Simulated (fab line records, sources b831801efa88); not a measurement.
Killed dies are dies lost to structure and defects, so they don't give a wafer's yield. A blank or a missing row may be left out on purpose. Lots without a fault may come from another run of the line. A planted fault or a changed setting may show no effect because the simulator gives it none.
Which tool did it? | flow sky130 | 11 lots, 33 wafers sampled, at 5 steps of a route of 708

WHAT THE GAUGES READ, wafer by wafer
SKY_LDD_N_OVL_MEAS_07. Usual: LDD_N_OVL 1.4 nm, standard deviation 1.5.
lot  | measured     | on         | LDD_N_OVL (nm) | flag
L778 | day 17 21:37 | overlay-02 | 1.9 1.8 0.5    |
L779 | day 18 05:32 | overlay-02 | 1.2 0.0 1.4    |
L781 | day 18 19:51 | overlay-01 | 2.7 2.6 2.5    |
L789 | day 21 20:55 | overlay-01 | 4.1 1.7 1.0    |
L790 | day 22 08:58 | overlay-02 | 0.3 -0.8 1.3   |
L795 | day 24 00:53 | overlay-01 | 2.8 3.0 2.5    |
L796 | day 24 11:39 | overlay-02 | -0.2 1.8 0.1   |
L797 | day 24 21:35 | overlay-02 | -0.6 0.2 0.5   |
L798 | day 24 23:59 | overlay-02 | 0.8 0.2 1.5    |
L799 | day 25 09:43 | overlay-02 | 0.9 1.0 1.6    |
L800 | day 25 20:49 | overlay-02 | -0.3 0.4 0.9   |

SKY_LDD_HVP_TW_MEAS_10. Usual: LDD_HVP_TW 456, standard deviation 4.8.
lot  | measured     | on            | LDD_HVP_TW              | flag
L778 | day 21 19:02 | film_metro-03 | 451 451 449             |
L779 | day 22 03:33 | film_metro-03 | 455 451 451             |
L781 | day 22 18:59 | film_metro-03 | 452 451 450             |
L789 | day 25 15:58 | film_metro-01 | 482 484 482 481 480 482 | OFF
L790 | day 26 03:06 | film_metro-01 | 478 478 477 481 481 477 | OFF
L795 | day 27 17:11 | film_metro-04 | 464 462 462             |
L796 | day 28 07:25 | film_metro-03 | 456 457 456             |
L797 | day 28 11:35 | film_metro-01 | 457 458 455             |
L798 | day 28 14:02 | film_metro-01 | 459 457 459             |
L799 | day 29 00:08 | film_metro-03 | 450 454 453             |
L800 | day 29 10:28 | film_metro-04 | 465 464 465             |

WHICH TOOL RAN EACH LOT (tool, then ch and the chambers of the sampled wafers, then the start)
lot  | SKY_RES_PROTECT_STRIP_07             | SKY_POLY_GATE_ETCH_15              | SKY_LDD_HVP_IMPLANT_08
L778 | plasma_asher-02 ch 0,1, day 15 07:12 | rie_diel-01 ch 0,2,3, day 16 13:49 | implanter-03 ch 0, day 21 18:47
L779 | plasma_asher-02 ch 0,1, day 15 15:28 | rie_diel-04 ch 0,2, day 16 20:45   | implanter-02 ch 0, day 22 03:18
L781 | plasma_asher-02 ch 0,1, day 16 05:10 | rie_diel-01 ch 0,3, day 17 11:28   | implanter-02 ch 0, day 22 18:46
L789 | plasma_asher-01 ch 0,1, day 19 01:05 | rie_diel-04 ch 0,1,2, day 20 12:21 | implanter-03 ch 0, day 25 15:44
L790 | plasma_asher-01 ch 1, day 19 15:44   | rie_diel-01 ch 0,3, day 21 01:28   | implanter-03 ch 0, day 26 02:52
L795 | plasma_asher-04 ch 0,1, day 21 08:49 | rie_diel-03 ch 1,2, day 22 17:48   | implanter-04 ch 0, day 27 16:56
L796 | plasma_asher-04 ch 0,1, day 21 19:12 | rie_diel-01 ch 1,2,3, day 23 04:37 | implanter-04 ch 0, day 28 07:10
L797 | plasma_asher-04 ch 0,1, day 22 06:33 | rie_diel-01 ch 1,3, day 23 14:34   | implanter-02 ch 0, day 28 11:20
L798 | plasma_asher-04 ch 0,1, day 22 07:55 | rie_diel-01 ch 0,1,2, day 23 16:31 | implanter-02 ch 0, day 28 13:47
L799 | plasma_asher-01 ch 0,1, day 22 19:17 | rie_diel-01 ch 2,3, day 24 02:51   | implanter-02 ch 0, day 28 23:54
L800 | plasma_asher-02 ch 0, day 23 06:24   | rie_diel-04 ch 0,1,3, day 24 13:43 | implanter-03 ch 0, day 29 10:13
- SKY_RES_PROTECT_STRIP_07: strips in O2/N2.
- SKY_POLY_GATE_ETCH_15: etches BARC in N2/H2, stops on SiO2, time 118.5 s, target depth 110 nm.
- SKY_LDD_HVP_IMPLANT_08

WHAT THE TOOLS THEMSELVES READ (means of the sampled wafers that have a number; where no wafer has one, the mark that the record gives instead)
SKY_RES_PROTECT_STRIP_07. Usual: drypump_motor_current_A 5.7 A, standard deviation 0.5; oes_product_au 0.518 a.u., standard deviation 0.0048; strip_time_to_endpoint_s 23.28 s, standard deviation 0.045.
lot  | tool            | drypump_motor_current_A (A) | oes_product_au (a.u.) | strip_time_to_endpoint_s (s) | flag
L778 | plasma_asher-02 | 5.3                         | 0.519                 | 23.28                        |
L779 | plasma_asher-02 | 5.4                         | 0.519                 | 23.23                        |
L781 | plasma_asher-02 | 5.4                         | 0.517                 | 23.28                        |
L789 | plasma_asher-01 | 6.0                         | 0.520                 | 23.29                        |
L790 | plasma_asher-01 | 6.5                         | 0.518                 | 23.29                        |
L795 | plasma_asher-04 | 5.6                         | 0.519                 | 23.35                        |
L796 | plasma_asher-04 | 5.6                         | 0.517                 | 23.30                        |
L797 | plasma_asher-04 | 5.5                         | 0.521                 | 23.24                        |
L798 | plasma_asher-04 | 5.6                         | 0.516                 | 23.28                        |
L799 | plasma_asher-01 | 6.0                         | 0.517                 | 23.25                        |
L800 | plasma_asher-02 | 5.2                         | 0.516                 | 23.26                        |

SKY_POLY_GATE_ETCH_15. Usual: bias_w 99.96 W, standard deviation 0.29; drypump_motor_current_A 5.9 A, standard deviation 0.42; h2_flow_sccm 200.0 sccm, standard deviation 0.6; oes_product_au 0.716 a.u., standard deviation 0.0053; throttle_valve_pct 13.212 %, standard deviation 0.0084.
lot  | tool        | bias_w (W) | drypump_motor_current_A (A) | h2_flow_sccm (sccm) | oes_product_au (a.u.) | throttle_valve_pct (%) | flag
L778 | rie_diel-01 | 100.18     | 6.0                         | 200.0               | 0.714                 | 13.214                 |
L779 | rie_diel-04 | 100.02     | 5.8                         | 199.9               | 0.716                 | 13.214                 |
L781 | rie_diel-01 | 99.97      | 6.3                         | 199.8               | 0.714                 | 13.213                 |
L789 | rie_diel-04 | 99.65      | 5.6                         | 200.0               | 0.720                 | 13.221                 |
L790 | rie_diel-01 | 100.20     | 6.0                         | 199.7               | 0.717                 | 13.211                 |
L795 | rie_diel-03 | 99.84      | 5.4                         | 200.1               | 0.715                 | 13.209                 |
L796 | rie_diel-01 | 99.76      | 6.1                         | 199.6               | 0.708                 | 13.219                 |
L797 | rie_diel-01 | 99.92      | 6.4                         | 199.7               | 0.714                 | 13.209                 |
L798 | rie_diel-01 | 100.12     | 5.9                         | 199.7               | 0.716                 | 13.211                 |
L799 | rie_diel-01 | 99.80      | 6.2                         | 199.6               | 0.720                 | 13.212                 |
L800 | rie_diel-04 | 100.04     | 5.4                         | 200.2               | 0.715                 | 13.221                 |

SKY_LDD_HVP_IMPLANT_08. Usual: beam_energy_keV 19.999, standard deviation 0.0062.
lot  | tool         | beam_energy_keV | flag
L778 | implanter-03 | 20.002          |
L779 | implanter-02 | 19.995          |
L781 | implanter-02 | 19.995          |
L789 | implanter-03 | 25.268          | OFF
L790 | implanter-03 | 25.281          | OFF
L795 | implanter-04 | 20.000          |
L796 | implanter-04 | 19.994          |
L797 | implanter-02 | 20.001          |
L798 | implanter-02 | 20.002          |
L799 | implanter-02 | 19.997          |
L800 | implanter-03 | 20.003          |

THE ANSWER, worked out from the rows above alone
Rule: a lot is off if the mean of its wafers that have a number lies more than 3 standard deviations from the usual mean. A lot without any number at a reading at which 4 lots or more have one is off too. The other lots that the step has rows for count as sound. The gauges are gone through in route order, then the tools' own readings, and for those a lot's mean is taken as printed above. The first step at which some lot is off is used, and at that step the reading that is off furthest; a lot without a number counts as furthest.
Off: L789, L790, at SKY_LDD_HVP_TW_MEAS_10 (LDD_HVP_TW).
A tool fits if, at a process step before that reading, it ran every lot that is off, and no sound lot after the first of them. The gauges at SKY_LDD_HVP_TW_MEAS_10 aren't tried: what is off there is off at SKY_LDD_HVP_IMPLANT_08 too, on other tools, and a gauge's error can't cause that. None of those tried fits.

WHAT THE SIMULATOR HAD PUT IN
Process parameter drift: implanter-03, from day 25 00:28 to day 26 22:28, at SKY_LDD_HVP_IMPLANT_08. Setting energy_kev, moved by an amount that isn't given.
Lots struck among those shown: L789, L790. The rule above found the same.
